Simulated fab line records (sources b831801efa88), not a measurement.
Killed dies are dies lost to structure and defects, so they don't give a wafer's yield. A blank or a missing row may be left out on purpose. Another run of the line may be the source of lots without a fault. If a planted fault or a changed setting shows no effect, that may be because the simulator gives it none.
The tool behind it: which one? || flow sky130 || 12 lots with 36 wafers sampled at 5 steps, on a route of 708 steps

== WHAT THE GAUGES READ, wafer by wafer ==
SKY_NWELL_OVL_MEAS_10. Usual: for NWELL_00_OVL the level is 0.5 nm and the standard deviation is 1.6.
{"lot": "L719", "measured": "day 4 13:47", "on": "overlay-01", "NWELL_00_OVL (nm)": "0.6 1.1 2.5", "flag": ""}
{"lot": "L720", "measured": "day 4 21:52", "on": "overlay-02", "NWELL_00_OVL (nm)": "-2.5 -1.6 -0.5", "flag": ""}
{"lot": "L722", "measured": "day 5 10:05", "on": "overlay-02", "NWELL_00_OVL (nm)": "0.9 1.5 1.8", "flag": ""}
{"lot": "L723", "measured": "day 5 12:30", "on": "overlay-01", "NWELL_00_OVL (nm)": "-1.6 0.2 -1.3", "flag": ""}
{"lot": "L724", "measured": "day 5 15:53", "on": "overlay-02", "NWELL_00_OVL (nm)": "1.2 0.8 -0.3", "flag": ""}
{"lot": "L727", "measured": "day 6 10:10", "on": "overlay-02", "NWELL_00_OVL (nm)": "0.5 0.4 0.1", "flag": ""}
{"lot": "L729", "measured": "day 7 00:17", "on": "overlay-02", "NWELL_00_OVL (nm)": "0.4 0.0 -0.2", "flag": ""}
{"lot": "L730", "measured": "day 7 07:40", "on": "overlay-01", "NWELL_00_OVL (nm)": "2.1 2.9 1.4", "flag": ""}
{"lot": "L737", "measured": "day 8 20:43", "on": "overlay-02", "NWELL_00_OVL (nm)": "2.8 2.7 2.9", "flag": ""}
{"lot": "L738", "measured": "day 9 01:07", "on": "overlay-02", "NWELL_00_OVL (nm)": "-0.5 -0.9 -0.9", "flag": ""}
{"lot": "L740", "measured": "day 9 21:02", "on": "overlay-02", "NWELL_00_OVL (nm)": "0.3 1.7 0.1", "flag": ""}
{"lot": "L742", "measured": "day 10 07:43", "on": "overlay-02", "NWELL_00_OVL (nm)": "2.8 2.7 4.0", "flag": ""}

SKY_NWELL_RS_MEAS_31: a four-point-probe measurement. Usual: for PWDE_RS the level is 5274 ohm/sq and the standard deviation is 16.
{"lot": "L719", "measured": "day 5 08:01", "on": "film metro-01", "PWDE_RS (ohm/sq)": "5273 5281 5270", "flag": ""}
{"lot": "L720", "measured": "day 5 16:06", "on": "film metro-01", "PWDE_RS (ohm/sq)": "5273 5266 5286", "flag": ""}
{"lot": "L722", "measured": "day 6 04:52", "on": "film metro-04", "PWDE_RS (ohm/sq)": "5247 5248 5263", "flag": ""}
{"lot": "L723", "measured": "day 6 07:27", "on": "film metro-02", "PWDE_RS (ohm/sq)": "5281 5291 5296", "flag": ""}
{"lot": "L724", "measured": "day 6 10:35", "on": "film metro-01", "PWDE_RS (ohm/sq)": "5295 5292 5278", "flag": ""}
{"lot": "L727", "measured": "day 7 07:13", "on": "film metro-02", "PWDE_RS (ohm/sq)": "5284 5290 5298", "flag": ""}
{"lot": "L729", "measured": "day 7 20:34", "on": "film metro-01", "PWDE_RS (ohm/sq)": "5273 5275 5264", "flag": ""}
{"lot": "L730", "measured": "day 8 04:55", "on": "film metro-01", "PWDE_RS (ohm/sq)": "5264 5268 5268", "flag": ""}
{"lot": "L737", "measured": "day 9 18:09", "on": "film metro-01", "PWDE_RS (ohm/sq)": "5336 5341 5318", "flag": "OFF"}
{"lot": "L738", "measured": "day 9 22:51", "on": "film metro-01", "PWDE_RS (ohm/sq)": "5347 5340 5334", "flag": "OFF"}
{"lot": "L740", "measured": "day 10 20:32", "on": "film metro-01", "PWDE_RS (ohm/sq)": "5277 5266 5271", "flag": ""}
{"lot": "L742", "measured": "day 11 07:23", "on": "film metro-02", "PWDE_RS (ohm/sq)": "5264 5254 5266", "flag": ""}

SKY_VT_ADJUST_LVTN_OVL_MEAS_07. Usual: for VT_ADJUST_LVTN_OVL the level is -0.1 nm and the standard deviation is 1.2.
{"lot": "L719", "measured": "day 6 20:50", "on": "overlay-02", "VT_ADJUST_LVTN_OVL (nm)": "-1.1 -1.4 0.2", "flag": ""}
{"lot": "L720", "measured": "day 7 05:36", "on": "overlay-01", "VT_ADJUST_LVTN_OVL (nm)": "0.8 0.5 -0.1", "flag": ""}
{"lot": "L722", "measured": "day 7 19:41", "on": "overlay-02", "VT_ADJUST_LVTN_OVL (nm)": "0.9 0.0 1.8", "flag": ""}
{"lot": "L723", "measured": "day 7 23:14", "on": "overlay-02", "VT_ADJUST_LVTN_OVL (nm)": "0.0 0.7 1.0", "flag": ""}
{"lot": "L724", "measured": "day 8 02:35", "on": "overlay-02", "VT_ADJUST_LVTN_OVL (nm)": "-1.6 -0.6 0.1", "flag": ""}
{"lot": "L727", "measured": "day 8 21:11", "on": "overlay-02", "VT_ADJUST_LVTN_OVL (nm)": "-2.4 -1.7 -0.3", "flag": ""}
{"lot": "L729", "measured": "day 9 11:32", "on": "overlay-02", "VT_ADJUST_LVTN_OVL (nm)": "-1.4 -2.1 -0.9", "flag": ""}
{"lot": "L730", "measured": "day 9 20:23", "on": "overlay-02", "VT_ADJUST_LVTN_OVL (nm)": "0.7 -1.3 -1.0", "flag": ""}
{"lot": "L737", "measured": "day 11 14:41", "on": "overlay-02", "VT_ADJUST_LVTN_OVL (nm)": "-0.1 -2.5 -1.0", "flag": ""}
{"lot": "L738", "measured": "day 11 21:14", "on": "overlay-01", "VT_ADJUST_LVTN_OVL (nm)": "0.6 -0.5 1.1", "flag": ""}
{"lot": "L740", "measured": "day 12 20:14", "on": "overlay-02", "VT_ADJUST_LVTN_OVL (nm)": "0.4 -0.8 -0.2", "flag": ""}
{"lot": "L742", "measured": "day 13 06:41", "on": "overlay-02", "VT_ADJUST_LVTN_OVL (nm)": "-1.8 -0.5 -0.2", "flag": ""}

== TOOL THAT RAN EACH LOT (tool first, then ch and the chambers of the sampled wafers, then the start) ==
{"lot": "L719", "SKY_FIELD_ISO_CMP_27": "cmp-02 ch 0,1,2, day 2 11:20", "SKY_PWDE_IMPLANT_08": "implanter-04 ch 0, day 3 20:37"}
{"lot": "L720", "SKY_FIELD_ISO_CMP_27": "cmp-01 ch 1,2,3, day 2 17:05", "SKY_PWDE_IMPLANT_08": "implanter-02 ch 0, day 4 04:21"}
{"lot": "L722", "SKY_FIELD_ISO_CMP_27": "cmp-01 ch 0,1,2, day 3 05:26", "SKY_PWDE_IMPLANT_08": "implanter-02 ch 0, day 4 16:24"}
{"lot": "L723", "SKY_FIELD_ISO_CMP_27": "cmp-01 ch 0,2,3, day 3 07:25", "SKY_PWDE_IMPLANT_08": "implanter-02 ch 0, day 4 18:53"}
{"lot": "L724", "SKY_FIELD_ISO_CMP_27": "cmp-02 ch 0,1,2, day 3 10:38", "SKY_PWDE_IMPLANT_08": "implanter-04 ch 0, day 4 22:30"}
{"lot": "L727", "SKY_FIELD_ISO_CMP_27": "cmp-02 ch 0,1,3, day 4 02:25", "SKY_PWDE_IMPLANT_08": "implanter-01 ch 0, day 5 17:00"}
{"lot": "L729", "SKY_FIELD_ISO_CMP_27": "cmp-02 ch 0,2,3, day 4 16:29", "SKY_PWDE_IMPLANT_08": "implanter-04 ch 0, day 6 05:25"}
{"lot": "L730", "SKY_FIELD_ISO_CMP_27": "cmp-01 ch 0,1,2, day 4 20:24", "SKY_PWDE_IMPLANT_08": "implanter-02 ch 0, day 6 11:19"}
{"lot": "L737", "SKY_FIELD_ISO_CMP_27": "cmp-01 ch 0,1,3, day 6 07:00", "SKY_PWDE_IMPLANT_08": "implanter-02 ch 0, day 8 01:04"}
{"lot": "L738", "SKY_FIELD_ISO_CMP_27": "cmp-02 ch 0,2,3, day 6 13:08", "SKY_PWDE_IMPLANT_08": "implanter-02 ch 0, day 8 06:32"}
{"lot": "L740", "SKY_FIELD_ISO_CMP_27": "cmp-01 ch 1,2,3, day 7 06:17", "SKY_PWDE_IMPLANT_08": "implanter-04 ch 0, day 9 00:19"}
{"lot": "L742", "SKY_FIELD_ISO_CMP_27": "cmp-02 ch 1,3, day 7 13:13", "SKY_PWDE_IMPLANT_08": "implanter-04 ch 0, day 9 09:19"}
- SKY_FIELD_ISO_CMP_27: polishes, stops on Si3N4, t overpolish 16 s, target thk 457.8 nm.
- SKY_PWDE_IMPLANT_08

== AS READ BY THE TOOLS THEMSELVES (means over the sampled wafers that have a number; for cases with no such wafer, the mark the record gives instead) ==
SKY_FIELD_ISO_CMP_27. Usual: edge zone pressure frac 1.000, standard deviation 0.0052; head pressure psi 3.999 psi, standard deviation 0.0089; motor current A 11.4 A, standard deviation 1.1; overpolish run s 16.000 s, standard deviation 0.0091; time to endpoint s 113 s, standard deviation 3.7.
{"lot": "L719", "tool": "cmp-02", "edge zone pressure frac": 1.004, "head pressure psi (psi)": 4.006, "motor current A (A)": 11.5, "overpolish run s (s)": 15.998, "time to endpoint s (s)": 117, "flag": ""}
{"lot": "L720", "tool": "cmp-01", "edge zone pressure frac": 0.996, "head pressure psi (psi)": 4.003, "motor current A (A)": 11.0, "overpolish run s (s)": 15.992, "time to endpoint s (s)": 115, "flag": ""}
{"lot": "L722", "tool": "cmp-01", "edge zone pressure frac": 0.999, "head pressure psi (psi)": 4.005, "motor current A (A)": 11.7, "overpolish run s (s)": 16.001, "time to endpoint s (s)": 110, "flag": ""}
{"lot": "L723", "tool": "cmp-01", "edge zone pressure frac": 0.995, "head pressure psi (psi)": 4.001, "motor current A (A)": 11.7, "overpolish run s (s)": 15.996, "time to endpoint s (s)": 113, "flag": ""}
{"lot": "L724", "tool": "cmp-02", "edge zone pressure frac": 0.998, "head pressure psi (psi)": 3.999, "motor current A (A)": 11.1, "overpolish run s (s)": 15.999, "time to endpoint s (s)": 110, "flag": ""}
{"lot": "L727", "tool": "cmp-02", "edge zone pressure frac": 0.992, "head pressure psi (psi)": 3.996, "motor current A (A)": 10.8, "overpolish run s (s)": 15.990, "time to endpoint s (s)": 114, "flag": ""}
{"lot": "L729", "tool": "cmp-02", "edge zone pressure frac": 0.997, "head pressure psi (psi)": 4.002, "motor current A (A)": 11.3, "overpolish run s (s)": 15.993, "time to endpoint s (s)": 111, "flag": ""}
{"lot": "L730", "tool": "cmp-01", "edge zone pressure frac": 0.993, "head pressure psi (psi)": 3.995, "motor current A (A)": 11.6, "overpolish run s (s)": 16.001, "time to endpoint s (s)": 114, "flag": ""}
{"lot": "L737", "tool": "cmp-01", "edge zone pressure frac": 0.999, "head pressure psi (psi)": 3.991, "motor current A (A)": 11.9, "overpolish run s (s)": 16.002, "time to endpoint s (s)": 107, "flag": ""}
{"lot": "L738", "tool": "cmp-02", "edge zone pressure frac": 1.005, "head pressure psi (psi)": 4.009, "motor current A (A)": 11.8, "overpolish run s (s)": 16.007, "time to endpoint s (s)": 114, "flag": ""}
{"lot": "L740", "tool": "cmp-01", "edge zone pressure frac": 0.999, "head pressure psi (psi)": 3.995, "motor current A (A)": 10.8, "overpolish run s (s)": 16.008, "time to endpoint s (s)": 107, "flag": ""}
{"lot": "L742", "tool": "cmp-02", "edge zone pressure frac": 1.000, "head pressure psi (psi)": 3.993, "motor current A (A)": 10.6, "overpolish run s (s)": 16.007, "time to endpoint s (s)": 111, "flag": ""}

SKY_PWDE_IMPLANT_08. Usual: beam energy keV 149.99, standard deviation 0.055; faraday current uA 20.3, standard deviation 0.42.
{"lot": "L719", "tool": "implanter-04", "beam energy keV": 149.99, "faraday current uA": 19.8, "flag": ""}
{"lot": "L720", "tool": "implanter-02", "beam energy keV": 149.97, "faraday current uA": 20.2, "flag": ""}
{"lot": "L722", "tool": "implanter-02", "beam energy keV": 149.98, "faraday current uA": 20.3, "flag": ""}
{"lot": "L723", "tool": "implanter-02", "beam energy keV": 150.00, "faraday current uA": 20.3, "flag": ""}
{"lot": "L724", "tool": "implanter-04", "beam energy keV": 150.02, "faraday current uA": 19.9, "flag": ""}
{"lot": "L727", "tool": "implanter-01", "beam energy keV": 149.89, "faraday current uA": 19.9, "flag": ""}
{"lot": "L729", "tool": "implanter-04", "beam energy keV": 150.00, "faraday current uA": 20.3, "flag": ""}
{"lot": "L730", "tool": "implanter-02", "beam energy keV": 149.97, "faraday current uA": 20.3, "flag": ""}
{"lot": "L737", "tool": "implanter-02", "beam energy keV": 150.03, "faraday current uA": 20.3, "flag": ""}
{"lot": "L738", "tool": "implanter-02", "beam energy keV": 150.04, "faraday current uA": 20.3, "flag": ""}
{"lot": "L740", "tool": "implanter-04", "beam energy keV": 150.01, "faraday current uA": 20.2, "flag": ""}
{"lot": "L742", "tool": "implanter-04", "beam energy keV": 150.04, "faraday current uA": 20.2, "flag": ""}

== THE ANSWER, worked out from the rows above alone ==
Rule: take the mean of a lot's wafers that have a number; if it is more than 3 standard deviations from the usual mean, the lot is off. A lot without any number at a reading at which 4 lots or more have one is off too. Where the step has rows for the other lots, those lots are counted as sound. After the gauges, taken in route order, come the tools' own readings; for these a lot's mean is taken, as printed above. The first step at which some lot is off is used, and at that step the reading that is off furthest; a lot without a number counts as furthest.
Off: L737, L738, seen at SKY_NWELL_RS_MEAS_31 (PWDE_RS).
A tool fits if, at a process step before that reading, it ran every lot that is off, and no sound lot after the first of them. Gauges at SKY_NWELL_RS_MEAS_31: tried the same way as those tools. One fits: implanter-02 at SKY_PWDE_IMPLANT_08. Its last sound lot is L730 (day 6 11:19), its first lot that is off L737 (day 8 01:04): a fault that began between those two fits.

== WHAT HAD BEEN PUT IN BY THE SIMULATOR ==
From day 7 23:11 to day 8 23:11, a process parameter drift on implanter-02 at SKY_PWDE_IMPLANT_08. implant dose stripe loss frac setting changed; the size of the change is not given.
Lots struck among those shown: L737, L738. Same finding as the rule above.
